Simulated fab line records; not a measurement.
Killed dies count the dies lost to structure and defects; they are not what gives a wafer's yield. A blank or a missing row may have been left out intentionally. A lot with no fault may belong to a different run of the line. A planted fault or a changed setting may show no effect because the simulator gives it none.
fab line records + flow sky130
record:
- lots: 4
- wafers: 12
- lastDay: 49
route steps=708 shown CONTACT@418 METAL1@434 VIA1@458 PAD_OPEN@708
lots with no fault: from the same line, run without faults
startH: hours from the record's opening day to when the first of the lot's shown wafers began + waitH: how many hours have passed since the lot's step before this one + " as in the row above + L1.1+2: one row covering several wafers at once + - either no value or no given start + * or withheld: withheld + < > ~ a bound
route shown NAME@n: names a module that has steps shown in the file, with the first one's number in the route + usual: the fault-free wafers' mean and standard deviation + same: alike in all rows + chamber/n: place in a boat + sites: readings site by site + _std_site: their standard deviation + _edge_site: the outer-site mean with the inner-site mean subtracted + radiusMm: how far each site lies from the wafer's centre + mask NAME#n: copy n + behind: the last tool/chamber to shape the wafer + hold: cause of the lot's hold/its duration in hours/its outcome + device: whichever transistor did not switch (one of n, p or np) + end of line: at the end of the route, the tests of the same wafers + a step with no rows: only its recipe + killed: dies that structure and defects cost at the first sort, which is not the same as the wafer's yield + map: dies across one wafer; x = killed, . = not, _ = none there
set.NAME: the setting the step ran with; set.NAME@STEP: the setting that earlier step ran with + model.NAME: the simulator's own value behind a step, which no gauge read
lots at selected steps of the route; one table per step, one row per wafer
== steps ==
step: SKY_CONTACT_PEB_12
recipe:
- pebTempC: withheld
- pebTimeS: withheld
- resist: KrF-thick
step: SKY_CONTACT_DEVELOP_13
recipe:
- developTimeS: 60
- resist: KrF-thick
- devTempC: 21
step: SKY_CONTACT_ETCH_16
recipe:
- chemistry: N2/H2
- target: BARC
- ionEnergyEv: 200
- sourceW: 500
- biasW: 100
- pressureMtorr: 30
- n2FlowSccm: 100
- h2FlowSccm: 200
- stopOn: SiO2
- timeS: 45.9
- targetDepthA: 600
step: SKY_CONTACT_ETCH_17
recipe:
- target: SiO2
- chemistry: C4F8/O2/Ar
- stopOn: Si3N4
- maskMaterial: KrF-thick
- sourceW: 1500
- biasW: 1200
- pressureMtorr: 40
- c4f8FlowSccm: withheld
- O2_flow_sccm: 6
- Ar_flow_sccm: 300
- timeS: withheld
- targetDepthA: 3400
step: SKY_CONTACT_ETCH_18
recipe:
- target: Si3N4
- chemistry: CHF3/O2
- stopOn: TiN
- sourceW: 600
- biasW: 200
- pressureMtorr: 40
- chf3FlowSccm: 50
- O2_flow_sccm: 5
- timeS: 39
- targetDepthA: 750
step: SKY_CONTACT_STRIP_19
recipe:
- chemistry: O2/N2
- powerW: 1400
- pressureMtorr: 1500
- platenTempC: withheld
- o2FlowSccm: 3000
- n2FlowSccm: 300
- overashFraction: 0.5
step: SKY_CONTACT_STRIP_20
recipe:
- chemistry: postEtchResidueRemover
- timeS: 1200
- tempC: 72.5
step: SKY_CONTACT_CLEAN_21
recipe:
- chemistry: IPA
- timeS: 180
- tempC: 25
step: SKY_CONTACT_CLEAN_22
recipe:
- chemistry: O3/DIW
- dry: n2Spin
step: SKY_CONTACT_SPUTTER_23
recipe:
- material: TiN
- targetThkNm: 20
- chamberPressurePa: 5
- powerW: 4000
- timeS: 80
step: SKY_CONTACT_CVD_24
recipe:
- material: W
- targetThkNm: 340
- timeS: 102.12
- tempC: 400
- pressureTorr: 40
usual:
- chamberPressureTorr: 40.00/0.084
- heaterPowerW: 805/52
| lot.wafer | tool    | chamber | startH | waitH | chamberPressureTorr | heaterPowerW |
|-----------|---------|---------|--------|-------|---------------------|--------------|
| L983.1    | cvdW-02 | 1       | 741.22 | 0.0   | 39.99               | 856          |
| L983.5    | "       | 0       | "      | "     | 39.96               | 825          |
| L983.6    | "       | 1       | "      | "     | 39.97               | 854          |
| L988.1    | cvdW-02 | 0       | 787.91 | 0.0   | 39.96               | 848          |
| L988.3    | "       | 1       | "      | "     | 39.91               | 876          |
| L988.5    | "       | 0       | "      | "     | 40.06               | 842          |
| L101.1    | cvdW-02 | 0       | 884.51 | 0.0   | 39.92               | 830          |
| L101.5    | "       | 0       | "      | "     | 40.03               | 842          |
| L101.6    | "       | 1       | "      | "     | 40.08               | 861          |
| L102.2    | cvdW-02 | 1       | 884.78 | 0.0   | 40.05               | 865          |
| L102.3    | "       | 1       | "      | "     | 39.95               | 874          |
| L102.5    | "       | 1       | "      | "     | 39.97               | 869          |
step: SKY_CONTACT_CMP_27
recipe:
- stopOn: SiO2
- tOverpolishS: 15
- downForcePsi: 3.5
- platenRpm: 60
- targetThkNm: 0
- padVelocityMS: 0.94248
step: SKY_METAL1_SPUTTER_00
recipe:
- material: Ti
- targetThkNm: 15
- powerW: 3000
- timeS: 10
- chamberPressurePa: 0.4
step: SKY_METAL1_SPUTTER_01
recipe:
- material: TiN
- targetThkNm: 20
- powerW: 6500
- timeS: 16.7
- chamberPressurePa: 0.4
step: SKY_METAL1_SPUTTER_02
recipe:
- material: AlCu
- targetThkNm: 250
- powerW: 10600
- timeS: 13.3
- chamberPressurePa: 0.4
step: SKY_METAL1_SPUTTER_03
recipe:
- material: Ti
- targetThkNm: 5
- powerW: 3000
- timeS: 3.3
- chamberPressurePa: 0.4
step: SKY_METAL1_SPUTTER_04
recipe:
- material: TiN
- targetThkNm: 70
- powerW: 6500
- timeS: 58.3
- chamberPressurePa: 0.4
step: SKY_METAL1_DEHYDRATE_07
recipe:
- tempC: 200
- timeS: 60
step: SKY_METAL1_HMDS_08
recipe:
- primeTimeS: 60
- primeTempC: 120
step: SKY_METAL1_COAT_09
recipe:
- resist: BARC
- tempC: withheld
- timeS: withheld
- spinRpm: 3000
- resistThkNm: 60
step: SKY_METAL1_COAT_10
recipe:
- resist: KrF-thick
- spinRpm: 3000
- resistThkNm: 450
step: SKY_METAL1_SOFTBAKE_11
recipe:
- tempC: 100
- timeS: 90
- resist: KrF-thick
step: SKY_METAL1_EXPOSE_12
recipe:
- maskId: MM1
- na: 0.8
- sourceShape: annular
- sigmaInner: 0.55
- sigmaOuter: 0.85
- targetCdNm: 140
- doseMj: 28
step: SKY_METAL1_PEB_13
recipe:
- pebTempC: withheld
- pebTimeS: withheld
- resist: KrF-thick
step: SKY_METAL1_DEVELOP_14
recipe:
- developTimeS: 60
- resist: KrF-thick
- devTempC: 21
step: SKY_METAL1_DESCUM_17
recipe:
- chemistry: O2
- sourcePowerW: 150
- biasPowerW: 0
- pressureMtorr: 10
- tempC: 40
- timeS: 8
step: SKY_METAL1_ETCH_18
recipe:
- chemistry: N2/H2
- target: BARC
- ionEnergyEv: 200
- biasW: 100
- pressureMtorr: 30
- n2FlowSccm: 100
- h2FlowSccm: 200
- icpW: 500
- stopOn: SiO2
- timeS: 45.9
- targetDepthA: 600
step: SKY_METAL1_METAL_ETCH_19
recipe:
- targetDepthA: 3600
- stopOn: SiO2
- overEtchFrac: 0.3
- timeS: 78
- chemistry: Cl2/BCl3
- resistSidewallDeg: 88
- pressureMtorr: 10
- icpW: 900
- biasW: 50.31
- Cl2_flow_sccm: 60
- bcl3FlowSccm: 30
step: SKY_METAL1_STRIP_20
recipe:
- chemistry: O2/N2
- powerW: 1400
- pressureMtorr: 1500
- platenTempC: withheld
- o2FlowSccm: 3000
- n2FlowSccm: 300
- overashFraction: 0.5
step: SKY_METAL1_STRIP_21
recipe:
- chemistry: postEtchResidueRemover
- timeS: 1200
- tempC: 72.5
step: SKY_METAL1_CLEAN_22
recipe:
- chemistry: IPA
- timeS: 180
- tempC: 25
step: SKY_METAL1_CLEAN_23
recipe:
- chemistry: O3/DIW
- dry: n2Spin
step: SKY_VIA1_HDPCVD_00
recipe:
- material: SiO2
- targetThkNm: 1030
- sigmaOpenFrac: 0.3
- timeS: 171.7
- tempC: 400
- sih4FlowSccm: 60
- pressureMtorr: 6
step: SKY_PAD_OPEN_PROBE_99
usual:
- killed_at_M0_to_M3: 43/7.3
- killed_at_M4_up: 3.1/1.8
- killedAtContacts: 24/5.4
- killedAtFrontEnd: 15/4.1
- killedAtOther: 0.2/0.52
- killedDies: 86/10
- killedOpen: 47/7.3
- killedShort: 39/6.4
same:
- grossDies: 492
- killedAtBackSide: 0
| lot.wafer | tool      | chamber | startH  | waitH | hold                    | killed_at_M0_to_M3 | killed_at_M4_up | killedAtContacts | killedAtFrontEnd | killedAtOther | killedDies | killedOpen | killedShort |
|-----------|-----------|---------|---------|-------|-------------------------|--------------------|-----------------|------------------|------------------|---------------|------------|------------|-------------|
| L983.1    | prober-02 | -       | 1077.77 | 0.1   | -                       | 38                 | 5               | 20               | 18               | 0             | 81         | 46         | 35          |
| L983.5    | prober-02 | -       | 1077.97 | 0.2   | -                       | 40                 | 6               | 26               | 12               | 0             | 84         | 37         | 47          |
| L983.6    | prober-02 | -       | 1078.02 | 0.2   | -                       | 44                 | 2               | 28               | 15               | 0             | 89         | 53         | 36          |
| L988.1    | prober-01 | -       | 1116.31 | 0.1   | -                       | 46                 | 3               | 16               | 29               | 1             | 95         | 45         | 49          |
| L988.3    | prober-01 | -       | 1116.41 | 0.2   | -                       | 56                 | 0               | 21               | 15               | 1             | 93         | 46         | 47          |
| L988.5    | prober-01 | -       | 1116.51 | 0.2   | -                       | 43                 | 6               | 17               | 23               | 2             | 91         | 48         | 42          |
| L101.1    | prober-02 | -       | 1184.02 | 0.1   | awaitDispo/2.9h/release | 30                 | 3               | 22               | 13               | 0             | 68         | 39         | 29          |
| L101.5    | prober-02 | -       | 1184.22 | 0.2   | awaitDispo/2.9h/release | 46                 | 7               | 28               | 13               | 1             | 95         | 55         | 40          |
| L101.6    | prober-02 | -       | 1184.27 | 0.2   | awaitDispo/2.9h/release | 49                 | 5               | 75               | 13               | 0             | 142        | 43         | 46          |
| L102.2    | prober-01 | -       | 1185.18 | 0.1   | awaitDispo/3.9h/release | 39                 | 0               | 72               | 11               | 0             | 122        | 36         | 32          |
| L102.3    | prober-01 | -       | 1185.23 | 0.2   | awaitDispo/3.9h/release | 44                 | 3               | 80               | 10               | 0             | 137        | 56         | 31          |
| L102.5    | prober-01 | -       | 1185.33 | 0.2   | awaitDispo/3.9h/release | 40                 | 3               | 84               | 11               | 0             | 138        | 36         | 40          |
killed by level:class
L983.1 CONTACT:geometricParticle:short=7 VIA3:geometricParticle:open=7 VIA1:geometricParticle:open=7 POLY_GATE:geometricParticle:open=6 CONTACT:geometricParticle:open=6 METAL1:geometricParticle:short=5 VIA2:geometricParticle:open=5 FIELD_ISO:geometricParticle:open=4
L983.5 CONTACT:geometricParticle:short=8 VIA1:geometricParticle:open=8 CONTACT:geometricParticle:open=7 METAL2:geometricParticle:short=6 METAL4:geometricParticle:short=6 LI_CONTACT:geometricParticle:short=5 METAL1:geometricParticle:short=5 VIA2:geometricParticle:open=5
L983.6 CONTACT:geometricParticle:open=11 VIA2:geometricParticle:open=9 METAL1:geometricParticle:short=9 LI_CONTACT:geometricParticle:open=8 VIA3:geometricParticle:open=7 VIA1:geometricParticle:open=6 LOCAL_INTERCONNECT:geometricParticle:short=5 VIA3:geometricParticle:short=5
L988.1 VIA1:geometricParticle:open=12 FIELD_ISO:geometricParticle:short=8 POLY_GATE:geometricParticle:open=6 METAL2:geometricParticle:short=6 VIA3:geometricParticle:open=6 FIELD_ISO:geometricParticle:open=5 CONTACT:geometricParticle:open=5 VIA1:geometricParticle:short=5
L988.3 VIA1:geometricParticle:open=13 METAL2:geometricParticle:short=10 METAL1:geometricParticle:short=7 LI_CONTACT:geometricParticle:open=7 VIA1:geometricParticle:short=7 VIA2:geometricParticle:open=6 POLY_GATE:geometricParticle:open=5 POLY_GATE:geometricParticle:short=4
L988.5 VIA1:geometricParticle:open=12 FIELD_ISO:geometricParticle:short=8 CONTACT:geometricParticle:open=7 VIA1:geometricParticle:short=6 POLY_GATE:geometricParticle:short=5 POLY_GATE:geometricParticle:open=5 VIA3:geometricParticle:open=5 METAL4:geometricParticle:short=5
L101.1 CONTACT:geometricParticle:open=11 VIA1:geometricParticle:open=7 FIELD_ISO:geometricParticle:open=5 CONTACT:geometricParticle:short=5 METAL2:geometricParticle:short=5 METAL1:geometricParticle:short=5 VIA3:geometricParticle:open=5 POLY_GATE:geometricParticle:open=3
L101.5 LI_CONTACT:geometricParticle:open=14 METAL1:geometricParticle:short=10 CONTACT:geometricParticle:open=9 VIA1:geometricParticle:open=9 VIA2:geometricParticle:open=9 VIA1:geometricParticle:short=7 FIELD_ISO:geometricParticle:open=6 METAL4:geometricParticle:short=5
L101.6 CONTACT:unspecified=53 VIA3:geometricParticle:open=10 CONTACT:geometricParticle:open=8 VIA1:geometricParticle:open=7 METAL1:geometricParticle:short=6 METAL3:geometricParticle:short=6 LI_CONTACT:geometricParticle:open=5 METAL2:geometricParticle:short=5
L102.2 CONTACT:unspecified=54 VIA2:geometricParticle:open=11 VIA1:geometricParticle:open=10 LOCAL_INTERCONNECT:geometricParticle:short=5 VIA1:geometricParticle:short=5 METAL2:geometricParticle:short=5 FIELD_ISO:geometricParticle:open=4 METAL1:geometricParticle:short=4
L102.3 CONTACT:unspecified=50 VIA3:geometricParticle:open=14 CONTACT:geometricParticle:open=11 LI_CONTACT:geometricParticle:open=8 VIA1:geometricParticle:open=8 VIA2:geometricParticle:open=7 METAL2:geometricParticle:short=6 CONTACT:geometricParticle:short=4
L102.5 CONTACT:unspecified=62 LI_CONTACT:geometricParticle:open=7 METAL1:geometricParticle:short=7 METAL2:geometricParticle:short=7 VIA1:geometricParticle:open=6 VIA2:geometricParticle:open=6 CONTACT:geometricParticle:open=5 CONTACT:geometricParticle:short=5
map L101.6 (x killed, . not)
__________........x._________
________...x.........._______
______....x..x..xx......_____
_____...xx...xx.x..x.xxx.____
____.............x.x..xx..___
___...........x..x..x......__
__..x..x....x..x.....x......_
_...x.x.........x............
_.........xx..x.x............
_x..x.............x....x.....
_...x....x..xxxxx........xx.x
_.x.x....x.xxxxxx..........xx
_.....xxx.xxxxxxx..x.........
_......xxxxxxxxxxxx.x.x..x...
_.x...xxxxxxxxxxx.....xx.....
__.x.xx.xxxxxxxx...........x_
___.x...xxxxxxx..x..x.x....__
____.x....x.x..xx..x......___
_____.x....x.x....x.....x____
______..xx..x...x..x...._____
________..x.....x....._______
__________..x..x...._________
map L102.5 (x killed, . not)
__________.........x_________
________....x........._______
______.....xx......x..x._____
_____...x..xx........xx..____
____..x.............xx..xx___
___....x...x..........x.x..__
__.......x..x.....x..x...x.._
_..x...x.x...x..x...xx......x
_....x..x..xx.xx......x..x...
_..x.x.......x.......x..x....
_.....xx....x.xxx.....x......
_....xx.xxxxxxxx.x..x....x...
_..xx.xxxxxxxxxxx.xx..x..x..x
_........xxxxxxxxx...x.......
_........xxxxxxxx............
__...x..xxxxxxxxxx...x......_
___xx.x..xxx.xxx.......x...__
____.....xx.x.x...........___
_____......x...x...x..x..____
______......x.xx........_____
________.............._______
__________x.x..x...._________
== key ==
firstSign:
- step: SKY_PAD_OPEN_PROBE_99
- reading: killedAtContacts
- direction: up
- sigmas: 10
- usual: 24
- struck: 78
effect:
- step: SKY_PAD_OPEN_PROBE_99
- reading: killedDies
- direction: up
- sigmas: 4.7
- usual: 86
- struck: 135
metAt SKY_CONTACT_CVD_24
struckWafers L101.6,L102.2,L102.3,L102.5
testerLeftOut L101,L102
onsetBetween 787.91 884.51
fault:
- kind: chamberParticleSource
- tool: cvdW-02
- chamber: 1
- onsetH: 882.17
- steps: SKY_CONTACT_CVD_24
- ratePerVisitCm2: 0.97108
- endH: 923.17
testerLeftOut: of these lots the tester's yield and bins aren't shown, on N5 and GAA mostly nor the transistor test; their killed dies are dies lost to structure and defects alone, not to doping, threshold or leakage, so they don't give the yield
